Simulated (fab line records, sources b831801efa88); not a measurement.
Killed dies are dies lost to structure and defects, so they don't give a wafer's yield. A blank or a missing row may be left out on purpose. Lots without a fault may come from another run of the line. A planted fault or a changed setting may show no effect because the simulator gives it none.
A struck lot beside a sound one | flow gf180mcu | 14 steps out of a route of 602
Sound: wafers L586.1, L586.2, L586.5. Struck: wafers L600.1, L600.2, L600.5. The cause comes at the end.
At each step with rows: each side's tool, then ch and its chambers, then its first start. Under that, the readings that differ: sound wafers | struck wafers | difference of the means | sigmas: that difference in standard deviations of wafers without a fault.
alike: readings whose means differ by less than 2 such deviations, and words and numbers that are the same on both sides. not compared: withheld readings, readings that some wafer has no value for, bounds like >300 that may hide the same value, and numbers for which the record gives no deviation and whose values overlap.
The two part at a step that has a row with sigmas, a row that says differs or no value, or rows on one side only. Numbers that don't overlap but have no deviation are shown without sigmas and don't part them. A reading that every wafer of one side lacks parts them only if that side has two wafers or more.

first, 5 steps without rows for these wafers: GF_M5_COAT_02 (resist thk 1000 nm); GF_M5_SOFTBAKE_03 (time 60 s); GF_M5_EXPOSE_04 (exposes mask Metal5, target cd 280 nm); GF_M5_PEB_05 (peb time 90 s); GF_M5_DEVELOP_06 (develop time 60 s).
GF_M5_CD_MEAS_07: target cd 280 nm.
  sound on cd_sem-02, day 26 18:06; struck on cd_sem-01, day 30 18:36
  alike: cd_nm
GF_M5_OVL_MEAS_08:
  sound on overlay-02, day 26 18:13; struck on overlay-01, day 30 18:43
  alike: M5_OVL
GF_M5_ETCH_09: etches Si3N4 in CF4/O2, target depth 52 nm, time 11.6 s.
  sound on rie_diel-02 ch 0,2, day 26 18:16; struck on rie_diel-04 ch 1,2,3, day 30 18:46
  reading                | sound             | struck            | difference | sigmas
  throttle_valve_pct (%) | 5.972 5.972 5.976 | 5.973 5.947 5.935 | -0.022     | -2
  alike: drypump_motor_current_A, oes_product_au
  not compared: rf_hours_counter_h
GF_M5_METAL_ETCH_10: etches the open film in Cl2/BCl3, stops on SiO2, target depth 627.5 nm, time 104.6 s.
  sound on rie_metal-01 ch 0,1, day 26 18:17; struck on rie_metal-04 ch 0,1, day 30 18:47
  alike: drypump_motor_current_A, oes_product_au, throttle_valve_pct
  not compared: rf_hours_counter_h
GF_M5_STRIP_11: strips in O2/N2.
  sound on plasma_asher-03 ch 0,1, day 26 18:23; struck on plasma_asher-03 ch 0,1, day 30 18:53
  alike: drypump_motor_current_A, heater_power_w, oes_product_au, strip_time_to_endpoint_s
  not compared: rf_hours_counter_h
then, 2 steps without rows for these wafers: GF_M5_STRIP_12 (strips in post etch residue remover, time 1200 s); GF_M5_CLEAN_13 (cleans in DIW).
GF_V5_CVD_00: deposits SiO2, target thk 300 nm, time 50 s.
  sound on hdpcvd-01 ch 0,2, day 26 18:56; struck on hdpcvd-01 ch 0,1,2, day 30 19:26
  no value came back on the struck wafers for pressure_mtorr (mTorr), run_length_s (s), susceptor_temp_C (C); on the sound wafers pressure_mtorr (mTorr) reads 6.014 6.017 6.001
GF_V5_CVD_02: deposits SiO2 from TEOS, target thk 1450 nm, time 163.28 s.
  sound on pecvd-01 ch 0,1,2, day 26 19:02; struck on pecvd-01 ch 0,2, day 30 19:32
  alike: heater_power_outer_w, heater_power_w, susceptor_temp_C

WHERE THEY PART
First at GF_M5_ETCH_09; last, within this record, at GF_V5_CVD_00. Later steps at which nothing parts them and some readings are alike: GF_V5_CVD_02.

WHY: what the simulator had put in
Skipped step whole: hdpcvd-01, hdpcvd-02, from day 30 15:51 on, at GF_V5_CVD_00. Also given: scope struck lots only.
